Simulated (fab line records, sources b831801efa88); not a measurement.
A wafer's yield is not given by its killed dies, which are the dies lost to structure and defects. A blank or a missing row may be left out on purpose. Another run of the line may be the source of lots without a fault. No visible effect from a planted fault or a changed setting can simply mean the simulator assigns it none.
fab line records | flow sky130 | part 2 of 2: steps 29 to 37 of 37
record: lots: 5 | wafers: 15 | last_day: 50
route steps=708 shown METAL4@622 VIA4@639
lots that met no fault: taken from a fault-free run of the same line
start_h: the number of hours between the record's first day and the start of the first shown wafer of the lot | wait_h: how many hours have passed since the lot's step before this one | " identical to the entry in the row above | L1.1+2: several wafers, shown together as one row | - either no value or no given start | * or withheld: withheld | < > ~ a bound
route shown NAME@n: a module of which the file shows steps, and the number in the route of the first | usual: mean/standard deviation taken from wafers without a fault | same: alike in all rows | chamber/n: place in a boat | sites: per-site readings | _std_site: the standard deviation of these | _edge_site: the outer-site mean with the inner-site mean subtracted | radius_mm: for every site, how far away it sits from the centre of the wafer | mask NAME#n: copy n | behind: the last tool/chamber to shape the wafer | hold: the reason the lot was held/the length of the hold in hours/how it ended | device: whichever transistor did not switch (one of n, p or np) | end of line: the tests these same wafers got at the end of their route | a step without rows: its recipe alone | killed: not the wafer's yield, but the dies lost to structure and defects at the first sort | map: per-die view of a wafer (x killed, . not killed, _ where there is no die)
set.NAME: setting as actually run; set.NAME@STEP: the setting as run at that earlier step | model.NAME: the simulator's own value behind a step, which no gauge read
a table for each step, a row for each wafer; lots at some steps of the route
services: from which hour (start_h, from the record's first day; less than 0 if before it) a tool's chamber was out of use, for how many hours, and why
== steps ==
step: SKY_VIA4_OVL_MEAS_11
usual: VIA4_OVL: -0.2/1.3
lot.wafer | tool       | chamber | start_h | wait_h | VIA4_OVL[nm]
L074.1    | overlay-02 | -       | 1009.00 | 0.1    | -0.9
L074.2    | "          | -       | "       | "      | -1.1
L074.3    | "          | -       | "       | "      | -1.5
L087.1    | overlay-02 | -       | 1082.68 | 0.1    | -1.4
L087.2    | "          | -       | "       | "      | -2.3
L087.4    | "          | -       | "       | "      | -1.3
L093.2    | overlay-01 | -       | 1119.46 | 0.1    | -1.1
L093.3    | "          | -       | "       | "      | -0.8
L093.6    | "          | -       | "       | "      | -1.9
L097.2    | overlay-02 | -       | 1144.31 | 0.1    | -0.2
L097.4    | "          | -       | "       | "      | -2.5
L097.6    | "          | -       | "       | "      | -2.9
L096.1    | overlay-01 | -       | 1148.10 | 0.1    | 1.2
L096.2    | "          | -       | "       | "      | -0.9
L096.6    | "          | -       | "       | "      | 1.2
step: SKY_VIA4_ETCH_12
recipe: target: SiO2 | chemistry: C4F8/O2/Ar | stop_on: TiN | mask_material: NOVOLAK | source_w: 1500 | bias_w: 1200 | pressure_mtorr: 40 | c4f8_flow_sccm: withheld | O2_flow_sccm: 6 | Ar_flow_sccm: 300 | time_s: withheld | target_depth_a: 5800
usual: oes_product_au: 0.939/0.0046
lot.wafer | tool        | chamber | start_h | wait_h | oes_product_au
L074.1    | rie_diel-04 | 0       | 1009.04 | 0.0    | 0.952
L074.2    | "           | 2       | "       | "      | 0.933
L074.3    | "           | 3       | "       | "      | 0.938
L087.1    | rie_diel-01 | 3       | 1082.71 | 0.0    | 0.938
L087.2    | "           | 2       | "       | "      | 0.943
L087.4    | "           | 1       | "       | "      | 0.939
L093.2    | rie_diel-01 | 1       | 1119.49 | 0.0    | 0.942
L093.3    | "           | 3       | "       | "      | 0.941
L093.6    | "           | 0       | "       | "      | 0.940
L097.2    | rie_diel-04 | 2       | 1144.34 | 0.0    | 0.932
L097.4    | "           | 3       | "       | "      | 0.933
L097.6    | "           | 1       | "       | "      | 0.934
L096.1    | rie_diel-01 | 2       | 1148.14 | 0.0    | 0.938
L096.2    | "           | 1       | "       | "      | 0.936
L096.6    | "           | 1       | "       | "      | 0.936
step: SKY_VIA4_STRIP_13
recipe: chemistry: O2/N2 | power_w: 1400 | pressure_mtorr: 1500 | platen_temp_c: withheld | o2_flow_sccm: 3000 | n2_flow_sccm: 300 | overash_fraction: 0.5
usual: drypump_motor_current_A: 6.0/0.48 | o2_flow_sccm: 3001/9.6 | oes_product_au: 0.710/0.0051 | strip_time_to_endpoint_s: 12.802/0.024
lot.wafer | tool            | chamber | start_h | wait_h | drypump_motor_current_A | o2_flow_sccm | oes_product_au | rf_hours_counter_h | strip_time_to_endpoint_s
L074.1    | plasma_asher-01 | 1       | 1009.11 | -      | 6.4                     | 3004         | 0.709          | 91                 | 12.802
L074.2    | "               | 0       | "       | "      | 5.5                     | 2989         | 0.709          | 91                 | 12.844
L074.3    | "               | 0       | "       | "      | 5.5                     | 3003         | 0.703          | -                  | 12.769
L087.1    | plasma_asher-03 | 0       | 1082.79 | -      | 5.5                     | 3001         | 0.712          | 2                  | 12.835
L087.2    | "               | 1       | "       | "      | 6.5                     | 2994         | 0.712          | 2                  | 12.784
L087.4    | "               | 1       | "       | "      | 6.5                     | 2995         | 0.705          | -                  | 12.776
L093.2    | plasma_asher-01 | 1       | 1119.56 | -      | 6.4                     | 3007         | 0.706          | 103                | 12.821
L093.3    | "               | 0       | "       | "      | 5.5                     | 2993         | 0.704          | -                  | 12.837
L093.6    | "               | 1       | "       | "      | 6.4                     | 2994         | 0.708          | -                  | 12.784
L097.2    | plasma_asher-02 | 1       | 1144.41 | -      | 6.5                     | 2987         | 0.706          | 41                 | 12.775
L097.4    | "               | 0       | "       | "      | 5.4                     | 3015         | 0.706          | -                  | 12.844
L097.6    | "               | 0       | "       | "      | 5.4                     | 2999         | 0.715          | -                  | 12.812
L096.1    | plasma_asher-01 | 0       | 1148.21 | -      | 5.5                     | 3009         | 0.707          | 106                | 12.831
L096.2    | "               | 1       | "       | "      | 6.4                     | 3005         | 0.706          | 106                | 12.779
L096.6    | "               | 1       | "       | "      | 6.4                     | 2998         | 0.714          | -                  | 12.832
step: SKY_VIA4_STRIP_14
recipe: chemistry: post_etch_residue_remover | time_s: 1200 | temp_c: 72.5
usual: temp_c: 72.52/0.13
lot.wafer | tool         | chamber | start_h | wait_h | temp_c
L074.1    | wet_bench-02 | 0       | 1009.21 | 0.1    | 72.39
L074.2    | "            | 0       | "       | "      | 72.57
L074.3    | "            | 0       | "       | "      | 72.29
L087.1    | wet_bench-02 | 0       | 1082.90 | 0.1    | 72.49
L087.2    | "            | 0       | "       | "      | 72.52
L087.4    | "            | 0       | "       | "      | 72.56
L093.2    | wet_bench-02 | 2       | 1119.66 | 0.1    | 72.35
L093.3    | "            | 2       | "       | "      | 72.63
L093.6    | "            | 2       | "       | "      | 72.61
L097.2    | wet_bench-03 | 3       | 1144.61 | 0.2    | 72.70
L097.4    | "            | 3       | "       | "      | 72.55
L097.6    | "            | 3       | "       | "      | 72.59
L096.1    | wet_bench-01 | 3       | 1148.31 | 0.1    | 72.46
L096.2    | "            | 3       | "       | "      | 72.56
L096.6    | "            | 3       | "       | "      | 72.61
step: SKY_VIA4_CLEAN_15
recipe: chemistry: IPA | time_s: 180 | temp_c: 25
usual: temp_c: 25.01/0.1
lot.wafer | tool         | chamber | start_h | wait_h | temp_c
L074.1    | wet_bench-02 | 1       | 1009.55 | 0.0    | 25.06
L074.2    | "            | 1       | "       | "      | 25.04
L074.3    | "            | 1       | "       | "      | 25.05
L087.1    | wet_bench-02 | 2       | 1083.24 | 0.0    | 24.80
L087.2    | "            | 2       | "       | "      | 24.96
L087.4    | "            | 2       | "       | "      | 24.87
L093.2    | wet_bench-02 | 0       | 1120.00 | 0.0    | 25.18
L093.3    | "            | 0       | "       | "      | 25.19
L093.6    | "            | 0       | "       | "      | 25.11
L097.2    | wet_bench-01 | 0       | 1145.02 | 0.0    | 24.97
L097.4    | "            | 0       | "       | "      | 24.96
L097.6    | "            | 0       | "       | "      | 25.04
L096.1    | wet_bench-02 | 1       | 1148.68 | 0.0    | 24.95
L096.2    | "            | 1       | "       | "      | 24.98
L096.6    | "            | 1       | "       | "      | 24.83
step: SKY_VIA4_CLEAN_16
recipe: chemistry: O3/DIW | dry: n2_spin
lot.wafer  | tool         | chamber | start_h | wait_h
L074.1+2+3 | wet_bench-01 | 3       | 1009.61 | 0.0
L087.1+2+4 | wet_bench-02 | 3       | 1083.30 | 0.0
L093.2+3+6 | wet_bench-02 | 0       | 1120.06 | 0.0
L097.2+4+6 | wet_bench-02 | 2       | 1145.11 | 0.0
L096.1+2+6 | wet_bench-01 | 3       | 1148.74 | 0.0
step: SKY_VIA4_SPUTTER_17
recipe: material: TiN | target_thk_nm: 20 | chamber_pressure_pa: 5 | power_w: 4000 | time_s: 80
usual: throttle_valve_pct: 30.0/0.74
lot.wafer | tool           | chamber | start_h | wait_h | throttle_valve_pct
L074.1    | pvd_sputter-02 | -       | 1009.71 | 0.0    | 29.3
L074.2    | "              | -       | "       | "      | 29.7
L074.3    | "              | -       | "       | "      | 28.5
L087.1    | pvd_sputter-02 | -       | 1083.39 | 0.0    | 31.0
L087.2    | "              | -       | "       | "      | 29.5
L087.4    | "              | -       | "       | "      | 29.3
L093.2    | pvd_sputter-01 | -       | 1120.15 | 0.0    | 29.8
L093.3    | "              | -       | "       | "      | 29.2
L093.6    | "              | -       | "       | "      | 28.9
L097.2    | pvd_sputter-04 | -       | 1145.21 | 0.0    | 30.6
L097.4    | "              | -       | "       | "      | 29.6
L097.6    | "              | -       | "       | "      | 30.8
L096.1    | pvd_sputter-04 | -       | 1148.84 | 0.0    | 30.3
L096.2    | "              | -       | "       | "      | 31.0
L096.6    | "              | -       | "       | "      | 29.5
step: SKY_VIA4_CVD_18
recipe: material: W | target_thk_nm: 505 | time_s: 152.14 | temp_c: 400 | pressure_torr: 40
usual: heater_power_w: 859/17
lot.wafer | tool     | chamber | start_h | wait_h | heater_power_w
L074.1    | cvd_w-01 | 0       | 1009.77 | 0.0    | 855
L074.2    | "        | 1       | "       | "      | 820
L074.3    | "        | 1       | "       | "      | 846
L087.1    | cvd_w-01 | 0       | 1083.45 | 0.0    | 891
L087.2    | "        | 1       | "       | "      | 829
L087.4    | "        | 1       | "       | "      | 847
L093.2    | cvd_w-01 | 1       | 1120.21 | 0.0    | 859
L093.3    | "        | 0       | "       | "      | 870
L093.6    | "        | 1       | "       | "      | 871
L097.2    | cvd_w-01 | 0       | 1145.27 | 0.0    | 867
L097.4    | "        | 0       | "       | "      | 866
L097.6    | "        | 0       | "       | "      | 860
L096.1    | cvd_w-01 | 0       | 1148.90 | 0.0    | 884
L096.2    | "        | 1       | "       | "      | 846
L096.6    | "        | 0       | "       | "      | 870
step: SKY_VIA4_RS_MEAS_19
recipe: thk_meas_gauge: four-point-probe | reads: W_of_VIA4_CVD_18+TiN_of_VIA4_SPUTTER_17
usual: VIA4_W_RS: 0.226/0.0031
lot.wafer | tool          | chamber | start_h | wait_h | VIA4_W_RS[ohm/sq]
L074.1    | film_metro-03 | -       | 1009.92 | 0.1    | 0.225
L074.2    | "             | -       | "       | "      | 0.221
L074.3    | "             | -       | "       | "      | 0.223
L087.1    | film_metro-03 | -       | 1083.61 | 0.1    | 0.228
L087.2    | "             | -       | "       | "      | 0.223
L087.4    | "             | -       | "       | "      | 0.224
L093.2    | film_metro-02 | -       | 1120.39 | 0.1    | 0.223
L093.3    | "             | -       | "       | "      | 0.225
L093.6    | "             | -       | "       | "      | 0.223
L097.2    | film_metro-03 | -       | 1145.44 | 0.1    | 0.225
L097.4    | "             | -       | "       | "      | 0.231
L097.6    | "             | -       | "       | "      | 0.229
L096.1    | film_metro-03 | -       | 1149.06 | 0.1    | 0.230
L096.2    | "             | -       | "       | "      | 0.226
L096.6    | "             | -       | "       | "      | 0.228
== services ==
tool             | chamber | start_h | hours | kind
krf_scanner-01   | -       | 950.50  | 0.6   | repair
cmp-02           | -       | 952.55  | 3.2   | repair
rie_metal-01     | -       | 952.88  | 0.2   | repair
plasma_asher-01  | -       | 958.02  | 2.6   | repair
plasma_asher-01  | -       | 963.67  | 7.7   | repair
hdpcvd-02        | -       | 965.25  | 14.6  | pm
wet_bench-02     | -       | 974.13  | 4.4   | pm
krf_scanner-01   | -       | 975.88  | 0.8   | pm
iline_stepper-02 | -       | 977.75  | 1.7   | pm
plasma_asher-03  | -       | 983.04  | 53.2  | repair
rie_diel-03      | -       | 984.63  | 14.6  | pm
wet_bench-04     | -       | 991.69  | 1.3   | repair
cmp-02           | -       | 1002.83 | 0.5   | repair
rie_diel-03      | 3       | 1003.34 | 2.5   | repair
rie_diel-03      | -       | 1005.58 | 0.5   | repair
cmp-02           | -       | 1010.64 | 2.9   | pm
rie_metal-01     | 1       | 1024.74 | 18.7  | repair
rie_metal-03     | -       | 1044.60 | 2.8   | pm
plasma_asher-01  | -       | 1077.41 | 6.6   | repair
rie_metal-01     | 0       | 1095.17 | 23.8  | repair
cvd_w-01         | -       | 1098.57 | 2.3   | repair
plasma_asher-01  | -       | 1110.15 | 3.0   | repair
plasma_asher-01  | -       | 1115.45 | 2.8   | pm
rie_metal-03     | -       | 1134.44 | 1.5   | repair
